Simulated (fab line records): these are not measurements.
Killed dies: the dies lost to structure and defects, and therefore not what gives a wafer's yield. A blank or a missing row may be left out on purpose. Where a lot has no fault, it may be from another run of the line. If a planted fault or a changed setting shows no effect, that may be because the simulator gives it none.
Comparing a struck lot with a sound one || flow sky130 || 37 out of 708 route steps
Sound: wafers L650.2, L650.4, L650.5. The struck wafers were L655.1, L655.2, L655.5. The cause is given at the end.
Order at every step that has rows: each side's tool, ch and its chambers, its first start. Under that, the readings that differ: sound wafers || struck wafers || difference of the means || sigmas: that difference in standard deviations of wafers without a fault.
alike: a reading whose means differ by less than 2 such deviations, as well as words and numbers matching on both sides. not compared: withheld readings; readings where some wafer has no value; bounds like >300 that might hide an equal value; numbers whose values overlap and for which the record gives no deviation.
A row with sigmas, a row that says differs or no value, or rows on one side alone: a step with any of these is where the two part. When numbers do not overlap yet have no deviation, they are printed without sigmas and do not part them. A reading missing from all wafers of one side parts the sides only when that side holds two or more wafers.

first, 10 steps without rows for these wafers: SKY_LDD_LDN_SOFTBAKE_03 (time 60 s); SKY_LDD_LDN_EXPOSE_04 (exposes mask LDNTM, target cd 700 nm); SKY_LDD_LDN_PEB_05; SKY_LDD_LDN_DEVELOP_06 (develop time 60 s); SKY_LDD_LDN_IMPLANT_08; SKY_LDD_LDN_IMPLANT_09; SKY_LDD_LDN_IMPLANT_10; SKY_LDD_LDN_IMPLANT_11; SKY_LDD_LDN_STRIP_12 (strips in O2/N2); SKY_LDD_LDN_CLEAN_14 (cleans in SC1/SC2, time 150 s).
SKY_SPACER_CVD_00: deposits Si3N4 from DCS/NH3, target thk 43.1 nm, time 740 s.
  sound on lpcvd-02 ch 1, day 28 04:17; struck on lpcvd-02 ch 1, day 30 08:01
{"reading": "spike_tc_lower_C (C)", "sound": "770.4 769.7 771.8", "struck": "767.2 766.3 766.1", "difference": -4.1, "sigmas": -5}
{"reading": "spike_tc_upper_C (C)", "sound": "771.0 767.8 771.6", "struck": "765.7 764.8 766.6", "difference": -4.4, "sigmas": -3}
{"reading": "susceptor_temp_C (C)", "sound": "770.5 770.6 770.5", "struck": "766.3 766.1 765.9", "difference": -4.4, "sigmas": -13}
{"reading": "model.Si3N4_of_SPACER_CVD_00.thk_nm (nm)", "sound": "43.65 43.31 43.63", "struck": "39.74 40.15 39.99", "difference": -3.57, "sigmas": ""}
SKY_SPACER_THK_MEAS_01:
  sound on film_metro-01 at day 28 05:31; struck on film_metro-01 at day 30 09:14
{"reading": "SPACER_CVD_00_THK (nm)", "sound": "43.6 43.3 43.6", "struck": "39.7 40.1 40.0", "difference": -3.6, "sigmas": -8}
SKY_SPACER_ETCHBACK_02: etches Si3N4 in CH3F/O2, stops on SiO2, time 46.7 s, target depth 45 nm.
  sound on rie_diel-01 ch 1,2, day 28 05:34; struck on rie_diel-01 ch 0,2,3, day 30 09:17
{"reading": "oes_product_au (a.u.)", "sound": "0.866 0.856 0.869", "struck": "0.819 0.821 0.827", "difference": -0.041, "sigmas": -6}
{"reading": "model.etch.depth_nm (nm)", "sound": "43.65 43.31 43.63", "struck": "39.74 40.15 39.99", "difference": -3.57, "sigmas": ""}
  alike: drypump_motor_current_A, throttle_valve_pct
  not compared: rf_hours_counter_h
then, 22 steps without rows for these wafers: SKY_POLY_CUT_DEHYDRATE_00 (time 60 s); SKY_POLY_CUT_HMDS_01 (prime time 60 s); SKY_POLY_CUT_COAT_02 (resist thk 60 nm); SKY_POLY_CUT_COAT_03 (resist thk 450 nm); SKY_POLY_CUT_SOFTBAKE_04 (time 90 s); SKY_POLY_CUT_EXPOSE_05 (exposes mask NPCM, target cd 270 nm); SKY_POLY_CUT_PEB_06; SKY_POLY_CUT_DEVELOP_07 (develop time 60 s); SKY_POLY_CUT_ETCH_10 (etches BARC in N2/H2, stops on SiO2, time 45.9 s, target depth 60 nm); SKY_POLY_CUT_ETCH_11 (etches Si3N4 in CF4/CH2F2/Ar, stops on poly-Si, time 42.5 s, target depth 60 nm); SKY_POLY_CUT_STRIP_12 (strips in O2/N2); SKY_SD_P_DEHYDRATE_00 (time 60 s); SKY_SD_P_HMDS_01 (prime time 60 s); SKY_SD_P_COAT_02 (resist thk 1140 nm); SKY_SD_P_SOFTBAKE_03 (time 60 s); SKY_SD_P_EXPOSE_04 (exposes mask PSDM, target cd 380 nm); SKY_SD_P_PEB_05; SKY_SD_P_DEVELOP_06 (develop time 60 s); SKY_SD_P_IMPLANT_09; SKY_SD_P_STRIP_10 (strips in O2/N2); SKY_RES_XHIGH_DEHYDRATE_00 (time 60 s); SKY_RES_XHIGH_HMDS_01 (prime time 60 s).
-- the record jumps here: 5 days lie between the struck wafers' starts before and after (it left off in module RES_XHIGH and takes up again in module SALICIDE, whose first step shown is number 361 of the route) --
SKY_SALICIDE_CLEAN_00: cleans in HF-last, time 30 s.
  sound on wet_bench-01 ch 3, day 32 22:04; struck on wet_bench-04 ch 0, day 34 22:31
{"reading": "model.Si3N4_of_SPACER_CVD_00.thk_nm (nm)", "sound": "42.66 42.32 42.64", "struck": "38.76 39.18 39.01", "difference": -3.56, "sigmas": ""}
-- the record jumps here: 16 days lie between the struck wafers' starts before and after (it left off in module SALICIDE and takes up again in module PAD_OPEN, whose first step shown is number 708 of the route) --
SKY_PAD_OPEN_PROBE_99:
  sound on prober-02 at day 49 09:43; struck on prober-01 at day 50 12:43
{"reading": "killed_at_contacts", "sound": "18 15 23", "struck": "38 29 22", "difference": "+11", "sigmas": "+2"}
{"reading": "killed_dies", "sound": "92 75 78", "struck": "105 105 91", "difference": "+19", "sigmas": "+2"}
{"reading": "killed_short", "sound": "42 35 34", "struck": "54 57 36", "difference": "+12", "sigmas": "+2"}
{"reading": "model.etest.sonos_uncharged.r_on_ohm_um", "sound": "806.2 810 810.6", "struck": "784.4 805.8 800", "difference": -12.2, "sigmas": ""}
  alike: killed_at_M0_to_M3, killed_at_M4_up, killed_at_front_end, killed_at_other, killed_open
  not compared: model.etest.pfet_01v8.r_on_ohm_um

== WHERE THEY PART ==
Earliest at SKY_SPACER_CVD_00; latest, in this record, at SKY_PAD_OPEN_PROBE_99.

WHY: what the simulator had put in
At SKY_SPACER_CVD_00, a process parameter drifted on lpcvd-02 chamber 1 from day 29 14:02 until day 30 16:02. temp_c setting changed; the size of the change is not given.
